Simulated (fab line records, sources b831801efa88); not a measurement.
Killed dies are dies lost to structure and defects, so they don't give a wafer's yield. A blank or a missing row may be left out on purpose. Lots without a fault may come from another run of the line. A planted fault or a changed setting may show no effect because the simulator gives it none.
fab line records | flow sfq_line
record lots=6 wafers=18 last_day=81
route steps=325 shown I6@274 M7@281
lots that met no fault: from a run of the same line without faults
start_h: hours from the record's first day to the start of the lot's first wafer shown | wait_h: hours since the lot's step before | " the same as in the row above | L1.1+2: a row that stands for several wafers | - no value, or no start given | * or withheld: withheld | < > ~ a bound
route shown NAME@n: a module of which the file shows steps, and the number in the route of the first | usual: mean/standard deviation of fault-free wafers | same: alike in all rows | chamber/n: place in a boat | sites: the reading at each site | _std_site: their standard deviation | _edge_site: outer sites' mean less inner sites' | radius_mm: how far each site lies from the wafer's centre | mask NAME#n: copy n | behind: the tool/chamber that last shaped the wafer | hold: why the lot was held/for how many hours/how that ended | device: the transistor (n, p or np) that didn't switch | end of line: the same wafers' tests at the end of the route | a step without rows: its recipe alone | killed: dies lost to structure and defects at the first sort, not the wafer's yield | map: a wafer's dies, x killed, . not, _ none there
set.NAME: the setting as run; set.NAME@STEP: as run at that earlier step | model.NAME: the simulator's own value behind a step, which no gauge read
lots at some steps of the route; a table a step, a row a wafer
services: from which hour (start_h, from the record's first day; less than 0 if before it) a tool's chamber was out of use, for how many hours, and why
## steps
# step SFQ_TRILAYER_I6_VIA_LITHO_PEB_172
# recipe peb_temp_c=115 peb_time_s=60 resist=KrF
# step SFQ_TRILAYER_I6_VIA_LITHO_DEVELOP_171
# recipe time_s=60 resist=KrF
# step SFQ_I6_OVL_MEAS_942
# usual I6_OVL=-2/5.8
# columns lot.wafer tool chamber start_h wait_h I6_OVL[nm]
L502.3 overlay-01 - 1612.97 0.1 3
L502.4 " - " " 4
L502.6 " - " " 3
L504.1 overlay-01 - 1636.95 0.1 -2
L504.3 " - " " 0
L504.5 " - " " -3
L506.3 overlay-01 - 1664.58 0.1 2
L506.4 " - " " -6
L506.5 " - " " 4
L513.1 overlay-02 - 1700.20 0.1 5
L513.3 " - " " 3
L513.4 " - " " 0
L514.2 overlay-02 - 1727.61 0.1 -3
L514.5 " - " " -1
L514.6 " - " " -4
L520.4 overlay-01 - 1752.81 0.1 -12
L520.5 " - " " -6
L520.6 " - " " -13
# step SFQ_TRILAYER_I6_VIA_BARC_OPEN_VIA_ETCH_235
# recipe mask_material=PR chemistry=O2 target_depth_nm=125 target=BARC source_w=500 bias_w=80 pressure_mtorr=30 time_s=41.7
# usual drypump_motor_current_A=5.8/0.58 oes_product_au=0.685/0.0046
# same time_s=41.7
# columns lot.wafer tool chamber start_h wait_h drypump_motor_current_A oes_product_au rf_hours_counter_h
L502.3 rie_diel-04 0 1612.99 0.0 5.5 0.688 17
L502.4 " 3 " " 6.3 0.684 14
L502.6 " 1 " " 6.2 0.688 -
L504.1 rie_diel-03 0 1636.99 0.0 5.1 0.694 8
L504.3 " 3 " " 5.2 0.687 0
L504.5 " 2 " " 6.5 0.687 -
L506.3 rie_diel-03 1 1664.60 0.0 6.5 0.677 16
L506.4 " 2 " " 6.5 0.682 4
L506.5 " 1 " " 6.5 0.682 -
L513.1 rie_diel-04 2 1700.24 0.0 5.7 0.685 23
L513.3 " 0 " " 5.5 0.694 18
L513.4 " 3 " " 6.2 0.685 16
L514.2 rie_diel-02 0 1727.64 0.0 6.4 0.690 19
L514.5 " 1 " " 4.8 0.683 -
L514.6 " 2 " " 5.6 0.679 -
L520.4 rie_diel-04 3 1752.83 0.0 6.2 0.679 17
L520.5 " 1 " " 6.2 0.693 -
L520.6 " 0 " " 5.5 0.687 -
# step SFQ_TRILAYER_I6_VIA_ETCH_VIA_ETCH_172
# recipe target=SiO2 stop_on=Nb mask_material=PR taper_deg=20 chemistry=CHF3 target_depth_nm=260 source_w=500 bias_w=80 pressure_mtorr=30 time_s=withheld
# usual drypump_motor_current_A=5.8/0.58 oes_product_au=0.854/0.0046
# columns lot.wafer tool chamber start_h wait_h drypump_motor_current_A oes_product_au
L502.3 rie_diel-04 0 1613.03 0.0 5.6 0.851
L502.4 " 3 " " 6.2 0.853
L502.6 " 1 " " 6.2 0.856
L504.1 rie_diel-03 0 1637.03 0.0 5.1 0.852
L504.3 " 3 " " 5.2 0.855
L504.5 " 2 " " 6.5 0.853
L506.3 rie_diel-03 1 1664.64 0.0 6.5 0.855
L506.4 " 2 " " 6.5 0.856
L506.5 " 1 " " 6.5 0.854
L513.1 rie_diel-04 2 1700.28 0.0 5.7 0.855
L513.3 " 0 " " 5.6 0.850
L513.4 " 3 " " 6.3 0.853
L514.2 rie_diel-02 0 1727.68 0.0 6.4 0.847
L514.5 " 1 " " 4.8 0.852
L514.6 " 2 " " 5.6 0.857
L520.4 rie_diel-04 3 1752.87 0.0 6.2 0.849
L520.5 " 1 " " 6.2 0.844
L520.6 " 0 " " 5.6 0.851
# step SFQ_TRILAYER_I6_VIA_STRIP_STRIP_173
# recipe gas=O2 power_w=200 platen_temp_c=40 overash_fraction=0.65 chemistry=O2 pressure_mtorr=50
# usual drypump_motor_current_A=5.6/0.56 oes_product_au=1.000/0.0071
# columns lot.wafer tool chamber start_h wait_h drypump_motor_current_A oes_product_au rf_hours_counter_h
L502.3 rie_metal-04 0 1613.34 - 5.3 1.001 -
L502.4 " 1 " " 5.0 0.997 -
L502.6 " 1 " " 5.0 0.999 -
L504.1 rie_metal-02 0 1637.14 - 6.5 1.000 83
L504.3 " 1 " " 5.6 0.998 -
L504.5 " 1 " " 5.6 1.002 -
L506.3 rie_metal-04 0 1664.95 - 5.3 1.012 -
L506.4 " 1 " " 5.0 0.998 -
L506.5 " 0 " " 5.3 1.005 -
L513.1 rie_metal-03 0 1700.39 - 6.0 1.006 58
L513.3 " 1 " " 5.0 1.010 -
L513.4 " 0 " " 6.0 0.999 -
L514.2 rie_metal-04 1 1727.79 - 5.0 1.002 31
L514.5 " 0 " " 5.3 1.009 -
L514.6 " 1 " " 5.0 0.998 -
L520.4 rie_metal-03 1 1753.18 - 4.9 0.997 -
L520.5 " 1 " " 4.9 1.010 -
L520.6 " 0 " " 6.0 1.000 -
# step SFQ_TRILAYER_I6_VIA_STRIP_SOLV_CLEAN_174
# recipe chemistry=NMP temp_c=70 time_s=600
# step SFQ_TRILAYER_M7_DEP_PRE_CLEAN_176
# recipe gas=Ar time_s=22.5 bias_v=250
# step SFQ_TRILAYER_M7_DEP_SPUTTER_175
# recipe material=Nb base_pressure_pa=1.33e-06 chamber_pressure_pa=0.1333 substrate_temp_c=20 target_thk_nm=200 power_w=2000 time_s=133.3
# step SFQ_M7_RS_MEAS_943
# recipe thk_meas_gauge=four-point-probe reads=Nb_of_TRILAYER_M7_DEP_SPUTTER_175
# usual M7_NB_RS=0.887/0.0072
# columns lot.wafer tool chamber start_h wait_h M7_NB_RS[ohm/sq]
L502.3 film_metro-04 - 1614.09 0.1 0.889
L502.4 " - " " 0.886
L502.6 " - " " 0.879
L504.1 film_metro-04 - 1638.05 0.0 0.873
L504.3 " - " " 0.876
L504.5 " - " " 0.884
L506.3 film_metro-04 - 1665.69 0.1 0.890
L506.4 " - " " 0.904
L506.5 " - " " 0.892
L513.1 film_metro-04 - 1701.29 0.0 0.886
L513.3 " - " " 0.872
L513.4 " - " " 0.881
L514.2 film_metro-01 - 1728.71 0.1 0.897
L514.5 " - " " 0.903
L514.6 " - " " 0.899
L520.4 film_metro-03 - 1753.94 0.1 0.887
L520.5 " - " " 0.882
L520.6 " - " " 0.888
# step SFQ_TRILAYER_M7_LITHO_COAT_182
# recipe resist=BARC spin_rpm=3000 resist_thk_nm=62
# step SFQ_TRILAYER_M7_LITHO_COAT_177
# recipe resist=KrF spin_rpm=3000 resist_thk_nm=600
# usual spin_speed_rpm=3000.0/1.8
# columns lot.wafer tool chamber start_h wait_h spin_speed_rpm model.KrF_of_TRILAYER_M7_LITHO_COAT_177.thk_nm
L502.3 litho_track-04 0 1614.63 0.2 2999.6 598.8
L502.4 " 0 " " 2998.9 599.1
L502.6 " 0 " " 2999.9 600.1
L504.1 litho_track-01 0 1638.53 0.2 3000.5 598
L504.3 " 0 " " 2996.5 598.4
L504.5 " 0 " " 3002.5 598
L506.3 litho_track-01 0 1666.23 0.2 3154.4 586.1
L506.4 " 0 " " 3157.5 586.1
L506.5 " 0 " " 3155.9 584.7
L513.1 litho_track-01 0 1701.77 0.2 3159.3 585.9
L513.3 " 0 " " 3156.4 584.9
L513.4 " 0 " " 3156.5 583.9
L514.2 litho_track-04 0 1729.22 0.2 3000.3 600.2
L514.5 " 0 " " 3000.4 601.2
L514.6 " 0 " " 3000.3 601.9
L520.4 litho_track-01 0 1754.51 0.2 3001.1 601
L520.5 " 0 " " 2998.0 601.3
L520.6 " 0 " " 2998.9 600.8
# step SFQ_TRILAYER_M7_LITHO_SOFTBAKE_181
# recipe temp_c=withheld time_s=withheld resist=KrF
# step SFQ_TRILAYER_M7_LITHO_EXPOSE_178
# recipe mask_id=M7 na=0.6 source_shape=conventional sigma_outer=0.65 target_cd_nm=500 dose_mj=14.4
# step SFQ_TRILAYER_M7_LITHO_PEB_180
# recipe peb_temp_c=115 peb_time_s=60 resist=KrF
# step SFQ_TRILAYER_M7_LITHO_DEVELOP_179
# recipe time_s=60 resist=KrF
# step SFQ_M7_OVL_MEAS_945
# usual M7_OVL=-1/6.5
# columns lot.wafer tool chamber start_h wait_h M7_OVL[nm]
L502.3 overlay-01 - 1647.78 0.1 -6
L502.4 " - " " -3
L502.6 " - " " -7
L504.1 overlay-01 - 1663.37 0.1 -6
L504.3 " - " " -6
L504.5 " - " " -3
L506.3 overlay-02 - 1693.01 0.1 4
L506.4 " - " " -5
L506.5 " - " " 0
L513.1 overlay-02 - 1728.80 0.1 -3
L513.3 " - " " 6
L513.4 " - " " 1
L514.2 overlay-01 - 1754.00 0.1 1
L514.5 " - " " 8
L514.6 " - " " -2
L520.4 overlay-02 - 1780.06 0.1 -14
L520.5 " - " " -6
L520.6 " - " " -7
# step SFQ_TRILAYER_M7_BARC_OPEN_METAL_ETCH_229
# recipe mask_material=PR chemistry=O2 target_depth_nm=125 target=BARC icp_w=600 bias_w=80 pressure_mtorr=10 time_s=41.7
# usual drypump_motor_current_A=5.8/0.5 oes_product_au=0.685/0.0049
# same time_s=41.7
# columns lot.wafer tool chamber start_h wait_h drypump_motor_current_A oes_product_au rf_hours_counter_h
L502.3 rie_metal-03 1 1647.82 0.0 5.0 0.682 -
L502.4 " 0 " " 6.0 0.680 -
L502.6 " 1 " " 5.0 0.682 -
L504.1 rie_metal-03 0 1663.40 0.0 6.1 0.686 50
L504.3 " 0 " " 6.1 0.684 -
L504.5 " 1 " " 5.0 0.689 -
L506.3 rie_metal-03 1 1693.06 0.0 4.9 0.684 -
L506.4 " 0 " " 6.0 0.682 -
L506.5 " 0 " " 6.0 0.677 -
L513.1 rie_metal-03 1 1728.84 0.0 5.0 0.684 89
L513.3 " 0 " " 6.1 0.680 -
L513.4 " 1 " " 5.0 0.684 -
L514.2 rie_metal-02 1 1754.03 0.0 5.6 0.681 51
L514.5 " 1 " " 5.6 0.687 -
L514.6 " 0 " " 6.4 0.680 -
L520.4 rie_metal-01 1 1780.10 0.0 5.5 0.687 -
L520.5 " 1 " " 5.5 0.690 -
L520.6 " 0 " " 6.1 0.695 -
# step SFQ_TRILAYER_M7_ETCH_METAL_ETCH_180
# recipe target=Nb stop_on=SiO2 mask_material=PR chemistry=Cl2/Ar target_depth_nm=240 icp_w=600 bias_w=80 pressure_mtorr=10 time_s=120
# usual drypump_motor_current_A=5.8/0.5 oes_product_au=0.896/0.0063
# same time_s=120
# columns lot.wafer tool chamber start_h wait_h drypump_motor_current_A oes_product_au rf_hours_counter_h model.KrF_of_TRILAYER_M7_LITHO_COAT_177.thk_nm
L502.3 rie_metal-03 1 1647.90 0.1 5.0 0.897 - 381.8
L502.4 " 0 " " 6.1 0.902 - 381.3
L502.6 " 1 " " 4.9 0.906 - 382.4
L504.1 rie_metal-03 0 1663.46 0.0 6.1 0.905 50 378.3
L504.3 " 0 " " 6.0 0.890 - 380
L504.5 " 1 " " 5.0 0.907 - 379.9
L506.3 rie_metal-03 1 1693.14 0.1 4.9 0.899 - 369.8
L506.4 " 0 " " 6.0 0.888 - 367.5
L506.5 " 0 " " 6.0 0.899 - 367.7
L513.1 rie_metal-03 1 1728.90 0.0 5.0 0.892 89 366.8
L513.3 " 0 " " 6.1 0.903 - 365.9
L513.4 " 1 " " 5.0 0.899 - 365.1
L514.2 rie_metal-02 1 1754.09 0.0 5.6 0.883 51 381.1
L514.5 " 1 " " 5.6 0.897 - 382.4
L514.6 " 0 " " 6.4 0.877 - 383.4
L520.4 rie_metal-01 1 1780.18 0.1 5.5 0.895 - 385.9
L520.5 " 1 " " 5.5 0.899 - 385.1
L520.6 " 0 " " 6.1 0.890 - 383
# step SFQ_TRILAYER_M7_STRIP_STRIP_181
# recipe gas=O2 power_w=200 platen_temp_c=40 overash_fraction=0.65 chemistry=O2 pressure_mtorr=50
# usual drypump_motor_current_A=5.8/0.5 oes_product_au=0.998/0.0058
# columns lot.wafer tool chamber start_h wait_h drypump_motor_current_A oes_product_au rf_hours_counter_h
L502.3 rie_metal-03 1 1648.19 0.2 5.0 0.997 -
L502.4 " 0 " " 6.0 1.000 -
L502.6 " 1 " " 5.0 0.998 -
L504.1 rie_metal-03 0 1663.59 0.1 6.0 0.998 50
L504.3 " 0 " " 6.0 0.998 -
L504.5 " 1 " " 4.9 1.000 -
L506.3 rie_metal-03 1 1693.42 0.2 4.9 0.996 -
L506.4 " 0 " " 6.0 0.997 -
L506.5 " 0 " " 6.0 1.003 -
L513.1 rie_metal-03 1 1729.02 0.1 4.9 1.006 89
L513.3 " 0 " " 6.0 1.002 -
L513.4 " 1 " " 5.0 0.999 -
L514.2 rie_metal-02 1 1754.21 0.1 5.6 0.989 52
L514.5 " 1 " " 5.6 0.998 -
L514.6 " 0 " " 6.5 1.000 -
L520.4 rie_metal-01 1 1780.46 0.2 5.5 0.997 -
L520.5 " 1 " " 5.5 0.991 -
L520.6 " 0 " " 6.1 0.996 -
## services
# columns tool chamber start_h hours kind
rie_diel-03 3 1604.42 - clean
rie_diel-03 3 1604.42 16.2 scheduled_down
rie_diel-03 3 1604.42 16.2 vent_cycle
rie_diel-02 - 1616.19 0.7 repair
rie_diel-04 2 1627.83 3.0 repair
rie_metal-02 - 1642.20 0.2 repair
rie_diel-02 - 1675.91 2.8 pm
rie_diel-04 0 1676.67 16.9 repair
rie_diel-04 3 1683.20 5.0 repair
rie_metal-04 - 1699.03 14.6 pm
rie_metal-04 - 1713.63 1.4 pm
rie_diel-04 2 1718.03 - clean
rie_diel-04 2 1718.03 20.7 scheduled_down
rie_diel-04 2 1718.03 20.7 vent_cycle
rie_metal-04 0 1719.21 1.7 repair
rie_diel-04 2 1739.13 4.2 repair
rie_metal-01 - 1752.88 0.4 repair
## key
first_sign step=SFQ_TRILAYER_M7_LITHO_COAT_177 reading=spin_speed_rpm direction=up sigmas=88 usual=3000.0 struck=3156.7
effect none on later readings
model_effect step=SFQ_TRILAYER_M7_LITHO_COAT_177 value=KrF_of_TRILAYER_M7_LITHO_COAT_177.thk_nm without=600.3 struck=585.3
model_effect step=SFQ_TRILAYER_M7_ETCH_METAL_ETCH_180 value=KrF_of_TRILAYER_M7_LITHO_COAT_177.thk_nm without=382.2 struck=367.1
met_at SFQ_TRILAYER_M7_LITHO_COAT_177
struck_wafers L506.3,L506.4,L506.5,L513.1,L513.3,L513.4
onset_between 1638.53 1666.23
fault kind=process_parameter_drift tool=litho_track-01 chamber=- onset_h=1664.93 steps=SFQ_TRILAYER_M7_LITHO_COAT_177 channel=spin_rpm offset=156.5 shape=step end_h=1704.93 acts_in=these_recipes_only stated=3000
